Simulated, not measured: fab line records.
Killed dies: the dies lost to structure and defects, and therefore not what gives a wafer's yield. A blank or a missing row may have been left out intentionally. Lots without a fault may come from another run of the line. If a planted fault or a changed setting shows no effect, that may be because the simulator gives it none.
fab line records	flow gf180mcu
record lots=12	wafers=36	lastDay=34
route steps=602 shown V3@445 V4@476
lots that met no fault: from a run of the same line without faults
startH: hours from the record's first day to the start of the lot's first wafer shown	waitH: how many hours have passed since the lot's step before this one	" repeats the value in the row above	L1.1+2: a single row standing in for several wafers	- no value, or no start was given	* or withheld: withheld	< > ~ a bound
route shown NAME@n: NAME is a module with steps in the file, n the number in the route of the first one	usual: the fault-free wafers' mean and standard deviation	same: alike in all rows	chamber/n: place in a boat	sites: each site's reading	_std_site: how widely they spread, as a standard deviation	_edge_site: mean of outer sites minus mean of inner sites	radiusMm: for every site, how far away it sits from the centre of the wafer	mask NAME#n: copy n	behind: tool/chamber where the wafer was last shaped	hold: the reason the lot was held/the length of the hold in hours/how it ended	device: transistor that didn't switch, given as n, p or np	end of line: the route-end tests of the same wafers	where a step has no rows: the recipe by itself	killed: the dies lost at the first sort to structure and to defects; this is not the yield of the wafer	map: per-die view of a wafer (x killed, . not killed, _ where there is no die)
set.NAME: the setting as run; set.NAME@STEP: as run at that earlier step	model.NAME: the simulator's own value behind a step, which no gauge read
a sample of lots followed through the steps of the route, with each step as a table and each wafer as a row
services: a tool's chamber out of use, with start hour (startH, from the record's first day; less than 0 if before it), hours out, and reason
## steps
# step GF_V3_ETCH_16
# recipe chemistry=N2/H2	targetDepthA=withheld	overetchA=withheld	timeS=withheld	target=BARC	ionEnergyEv=200	sourceW=500	biasW=100	pressureMtorr=30	n2FlowSccm=100	h2FlowSccm=200
# usual biasW=99.99/0.29	drypumpMotorCurrentA=5.7/0.34	oesProductAu=0.854/0.0047	throttleValvePct=13.224/0.0094
lot.wafer	tool	chamber	startH	waitH	biasW	drypumpMotorCurrentA	oesProductAu	throttleValvePct
L605.3	rieDiel-04	1	523.97	0.0	99.78	5.7	0.850	13.229
L605.5	"	1	"	"	99.73	5.7	0.849	13.224
L605.6	"	2	"	"	99.76	5.2	0.853	13.238
L606.1	rieDiel-02	1	531.02	0.0	99.38	5.6	0.848	13.227
L606.2	"	3	"	"	99.55	5.5	0.859	13.232
L606.3	"	0	"	"	100.14	5.5	0.860	13.242
L607.1	rieDiel-04	0	540.17	0.0	100.15	5.8	0.861	13.231
L607.2	"	3	"	"	100.28	5.8	0.851	13.222
L607.3	"	2	"	"	100.35	5.2	0.857	13.222
L608.1	rieDiel-03	2	551.57	0.0	99.70	6.6	0.857	13.228
L608.3	"	1	"	"	100.45	6.1	0.846	13.226
L608.5	"	1	"	"	99.85	6.1	0.840	13.235
L609.1	rieDiel-02	2	559.16	0.0	100.10	5.4	0.858	13.211
L609.5	"	3	"	"	99.79	5.5	0.856	13.228
L609.6	"	0	"	"	100.20	5.5	0.851	13.223
L610.3	rieDiel-03	0	562.92	0.0	99.92	5.8	0.856	13.213
L610.4	"	2	"	"	100.40	6.5	0.845	13.211
L610.6	"	1	"	"	100.23	6.1	0.859	13.231
L612.1	rieDiel-04	2	591.51	0.0	99.99	5.2	0.860	13.223
L612.2	"	0	"	"	99.68	5.8	0.851	13.213
L612.4	"	3	"	"	100.27	5.7	0.853	13.225
L619.1	rieDiel-04	3	634.22	0.0	100.28	5.8	0.852	13.232
L619.2	"	1	"	"	100.03	5.7	0.852	13.226
L619.6	"	2	"	"	100.19	5.2	0.842	13.231
L621.2	rieDiel-04	0	645.48	0.0	99.96	5.8	0.857	13.240
L621.4	"	3	"	"	99.83	5.7	0.856	13.222
L621.6	"	2	"	"	99.95	5.2	0.855	13.221
L625.1	rieDiel-04	2	677.51	0.0	100.09	5.2	0.854	13.221
L625.4	"	3	"	"	100.50	5.8	0.857	13.221
L625.6	"	2	"	"	100.07	5.2	0.857	13.225
L626.1	rieDiel-04	3	681.36	0.0	100.11	5.7	0.860	13.219
L626.3	"	0	"	"	99.70	5.8	0.856	13.208
L626.5	"	1	"	"	99.46	5.7	0.849	13.228
L627.3	rieDiel-04	3	689.36	0.0	99.53	5.8	0.860	13.209
L627.4	"	0	"	"	99.62	5.8	0.850	13.223
L627.6	"	3	"	"	100.23	5.7	0.857	13.226
# step GF_V4_CVD_00
# recipe material=SiO2	targetThkNm=600	sigmaOpenFrac=0.3	tempC=400	timeS=100	sih4FlowSccm=60	pressureMtorr=6
# usual sih4FlowSccm=60.01/0.18
lot.wafer	tool	chamber	startH	waitH	sih4FlowSccm
L605.3	hdpcvd-02	0	549.13	0.0	60.12
L605.5	"	1	"	"	59.59
L605.6	"	2	"	"	59.81
L606.1	hdpcvd-01	0	555.93	0.0	60.04
L606.2	"	1	"	"	60.36
L606.3	"	2	"	"	59.81
L607.1	hdpcvd-01	1	564.68	0.0	59.93
L607.2	"	2	"	"	59.86
L607.3	"	0	"	"	60.15
L608.1	hdpcvd-01	2	575.62	0.0	59.79
L608.3	"	0	"	"	60.11
L608.5	"	1	"	"	60.13
L609.1	hdpcvd-01	0	584.53	0.0	59.99
L609.5	"	0	"	"	59.97
L609.6	"	2	"	"	60.44
L610.3	hdpcvd-02	0	587.35	0.0	59.93
L610.4	"	1	"	"	59.91
L610.6	"	2	"	"	59.82
L612.1	hdpcvd-02	2	614.18	0.0	60.03
L612.2	"	1	"	"	60.15
L612.4	"	2	"	"	60.22
L619.1	hdpcvd-02	1	656.86	0.0	50.93
L619.2	"	2	"	"	60.13
L619.6	"	0	"	"	60.23
L621.2	hdpcvd-02	1	667.02	0.0	50.97
L621.4	"	0	"	"	60.11
L621.6	"	2	"	"	60.06
L625.1	hdpcvd-01	2	698.53	0.0	59.84
L625.4	"	2	"	"	60.24
L625.6	"	0	"	"	59.92
L626.1	hdpcvd-01	1	703.10	0.0	59.64
L626.3	"	0	"	"	59.92
L626.5	"	1	"	"	59.80
L627.3	hdpcvd-01	2	710.32	0.0	59.92
L627.4	"	0	"	"	60.18
L627.6	"	1	"	"	59.98
# step GF_V4_THK_MEAS_01
# recipe reads=SiO2_of_V4_CVD_00
# usual V4_CVD_00_THK=602/5.1
lot.wafer	tool	chamber	startH	waitH	V4_CVD_00_THK[nm]
L605.3	filmMetro-04	-	549.22	0.1	593
L605.5	"	-	"	"	606
L605.6	"	-	"	"	595
L606.1	filmMetro-01	-	556.00	0.0	599
L606.2	"	-	"	"	596
L606.3	"	-	"	"	606
L607.1	filmMetro-04	-	564.75	0.0	602
L607.2	"	-	"	"	599
L607.3	"	-	"	"	594
L608.1	filmMetro-02	-	575.70	0.0	595
L608.3	"	-	"	"	591
L608.5	"	-	"	"	594
L609.1	filmMetro-02	-	584.60	0.0	600
L609.5	"	-	"	"	609
L609.6	"	-	"	"	610
L610.3	filmMetro-02	-	587.44	0.1	604
L610.4	"	-	"	"	616
L610.6	"	-	"	"	609
L612.1	filmMetro-02	-	614.25	0.0	601
L612.2	"	-	"	"	607
L612.4	"	-	"	"	608
L619.1	filmMetro-01	-	656.93	0.0	511
L619.2	"	-	"	"	601
L619.6	"	-	"	"	599
L621.2	filmMetro-02	-	667.11	0.0	513
L621.4	"	-	"	"	597
L621.6	"	-	"	"	598
L625.1	filmMetro-04	-	698.60	0.0	605
L625.4	"	-	"	"	609
L625.6	"	-	"	"	604
L626.1	filmMetro-01	-	703.17	0.0	602
L626.3	"	-	"	"	602
L626.5	"	-	"	"	603
L627.3	filmMetro-01	-	710.41	0.1	611
L627.4	"	-	"	"	607
L627.6	"	-	"	"	612
# step GF_V4_BOW_MEAS_05
# recipe mode=bow
# usual V4_BOW=134/10
lot.wafer	tool	chamber	startH	waitH	V4_BOW[um]
L605.3	filmMetro-02	-	549.73	0.1	141
L605.5	"	-	"	"	149
L605.6	"	-	"	"	139
L606.1	filmMetro-04	-	556.49	0.1	125
L606.2	"	-	"	"	130
L606.3	"	-	"	"	136
L607.1	filmMetro-01	-	565.24	0.1	130
L607.2	"	-	"	"	135
L607.3	"	-	"	"	136
L608.1	filmMetro-04	-	576.19	0.2	125
L608.3	"	-	"	"	140
L608.5	"	-	"	"	133
L609.1	filmMetro-04	-	585.09	0.1	133
L609.5	"	-	"	"	120
L609.6	"	-	"	"	133
L610.3	filmMetro-01	-	587.95	0.2	136
L610.4	"	-	"	"	139
L610.6	"	-	"	"	156
L612.1	filmMetro-04	-	614.74	0.1	136
L612.2	"	-	"	"	155
L612.4	"	-	"	"	140
L619.1	filmMetro-02	-	657.42	0.1	125
L619.2	"	-	"	"	142
L619.6	"	-	"	"	134
L621.2	filmMetro-04	-	667.60	0.2	101
L621.4	"	-	"	"	124
L621.6	"	-	"	"	121
L625.1	filmMetro-02	-	699.14	0.1	151
L625.4	"	-	"	"	153
L625.6	"	-	"	"	154
L626.1	filmMetro-01	-	703.66	0.1	127
L626.3	"	-	"	"	142
L626.5	"	-	"	"	130
L627.3	filmMetro-04	-	710.92	0.2	137
L627.4	"	-	"	"	134
L627.6	"	-	"	"	140
# step GF_V4_ETCH_17
# recipe chemistry=C4F8/O2/Ar	maskMaterial=KrF	target=SiO2	stopOn=TiN	sourceW=1500	biasW=1200	pressureMtorr=40	c4f8FlowSccm=withheld	O2_flow_sccm=6	Ar_flow_sccm=300	timeS=withheld	targetDepthA=6300
# usual biasW=1200/3.6	oesProductAu=0.856/0.0045
lot.wafer	tool	chamber	startH	waitH	biasW	oesProductAu
L605.3	rieDiel-03	0	-	-	1198	0.856
L605.5	"	3	"	"	1199	0.851
L605.6	"	0	"	"	1201	0.855
L606.1	rieDiel-01	1	-	-	1202	0.858
L606.2	"	2	"	"	1201	0.856
L606.3	"	3	"	"	1201	0.854
L607.1	rieDiel-03	3	-	-	1194	0.854
L607.2	"	0	"	"	1198	0.855
L607.3	"	1	"	"	1199	0.858
L608.1	rieDiel-01	1	-	-	1205	0.859
L608.3	"	3	"	"	1198	0.866
L608.5	"	0	"	"	1193	0.853
L609.1	rieDiel-04	3	-	-	1192	0.859
L609.5	"	0	"	"	1196	0.856
L609.6	"	1	"	"	1195	0.851
L610.3	rieDiel-01	3	-	-	1205	0.858
L610.4	"	0	"	"	1199	0.853
L610.6	"	3	"	"	1196	0.857
L612.1	rieDiel-01	3	-	-	1193	0.855
L612.2	"	0	"	"	1204	0.852
L612.4	"	1	"	"	1205	0.848
L619.1	rieDiel-01	1	-	-	1191	0.855
L619.2	"	0	"	"	1198	0.855
L619.6	"	2	"	"	1198	0.853
L621.2	rieDiel-04	0	-	-	1196	0.855
L621.4	"	1	"	"	1206	0.858
L621.6	"	0	"	"	1204	0.864
L625.1	rieDiel-03	2	-	-	1201	0.860
L625.4	"	0	"	"	1195	0.856
L625.6	"	2	"	"	1201	0.860
L626.1	rieDiel-01	1	-	-	1200	0.855
L626.3	"	3	"	"	1198	0.858
L626.5	"	0	"	"	1205	0.858
L627.3	rieDiel-01	0	-	-	1200	0.857
L627.4	"	1	"	"	1197	0.853
L627.6	"	2	"	"	1201	0.857
## services
tool	chamber	startH	hours	kind
rieDiel-01	3	523.11	1.6	repair
rieDiel-02	0	533.32	11.6	repair
rieDiel-02	3	534.65	7.4	repair
rieDiel-02	2	537.57	2.0	repair
hdpcvd-01	-	539.25	15.0	pm
rieDiel-04	2	564.30	6.7	repair
rieDiel-03	2	571.31	25.2	repair
rieDiel-01	0	572.73	14.5	repair
rieDiel-02	3	581.49	2.7	repair
rieDiel-03	-	597.31	14.6	pm
rieDiel-04	3	608.42	-	clean
rieDiel-04	3	608.42	23.3	scheduledDown
hdpcvd-01	0	633.28	2.6	repair
hdpcvd-01	-	647.33	3.3	repair
rieDiel-01	1	651.95	5.6	repair
hdpcvd-01	-	652.45	1.0	repair
rieDiel-01	2	653.79	10.1	repair
rieDiel-01	3	673.86	14.1	repair
rieDiel-01	0	678.37	6.3	repair
rieDiel-01	1	680.66	5.2	repair
hdpcvd-02	-	692.44	14.6	pm
rieDiel-04	-	703.96	2.8	pm
rieDiel-01	0	704.21	1.5	repair
rieDiel-02	0	705.38	8.8	repair
## key
firstSign step=GF_V4_CVD_00	reading=sih4FlowSccm	direction=down	sigmas=51	usual=60.01	struck=50.95
effect step=GF_V4_THK_MEAS_01	reading=V4_CVD_00_THK	direction=down	sigmas=18	usual=602	struck=512
metAt GF_V4_CVD_00
struckLots L619,L621
struckWafers L619.1,L621.2
notActingAt GF_V3_ETCH_16,GF_V4_BOW_MEAS_05,GF_V4_ETCH_17
onsetBetween 614.18 656.86
fault kind=processParameterDrift	tool=hdpcvd-02	chamber=1	onsetH=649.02	steps=GF_V4_CVD_00	channel=sih4FlowSccm	offset=-9	shape=step	endH=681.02	actsIn=theseRecipesOnly	stated=60
